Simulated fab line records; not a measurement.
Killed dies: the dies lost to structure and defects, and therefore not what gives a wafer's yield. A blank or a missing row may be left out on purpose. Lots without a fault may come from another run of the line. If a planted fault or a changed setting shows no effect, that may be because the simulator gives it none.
Matching of chambers ; flow sky130 ; 4 sister chambers for SKY_METAL3_ETCH_17 on rieDiel-04
The step etches SiO2 in C4F8/O2/Ar, stops on TiN, time 3.9 s, target depth 15 nm. 8 wafers are shown with their chamber, then 8 later ones without.

== EACH WAFER AND ITS CHAMBER ==
wafer;chamber;oesProductAu (a.u.)
L080.4;0;0.755
L080.5;2;0.759
L082.2;1;0.755
L082.6;3;0.767
L084.1;0;0.755
L084.3;2;0.756
L084.4;3;0.763
L086.1;1;0.754

== WAFERS MISSING THEIR CHAMBER ==
wafer;oesProductAu (a.u.)
L086.3;0.767
L086.5;0.756
L089.1;0.753
L089.2;0.752
L089.3;0.750
L092.4;0.758
L092.5;0.758
L092.6;0.746

== WHICH CHAMBER EACH WENT THROUGH ==
wafer;from the rows above;in truth
L086.3;3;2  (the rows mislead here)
L086.5;can't be placed: 0 or 1 or 2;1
L089.1;can't be placed: 1 or 0 or 2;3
L089.2;can't be placed: 1 or 0 or 2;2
L089.3;can't be placed: 1 or 0 or 2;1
L092.4;can't be placed: 2 or 0 or 1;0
L092.5;can't be placed: 2 or 0 or 1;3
L092.6;can't be placed: 1 or 0 or 2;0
Placed correctly: 0 of 8. Unplaceable from these rows: 7, with the true chamber sitting among the candidates in 5. Number placed wrongly: 1.
How it was worked out, from the rows above alone: a wafer's distance from a chamber is the root of the sum, over the readings, of the square of ((its reading less the chamber's mean) divided by the reading's scatter). The wafer belongs to the nearest chamber; if the next one is less than 2 further off, it can't be placed. Each chamber's mean is taken over the wafers shown for it. The scatter: take each reading less its chamber's mean, square it, sum over the shown wafers, divide by the number of wafers less the number of chambers, and take the root.
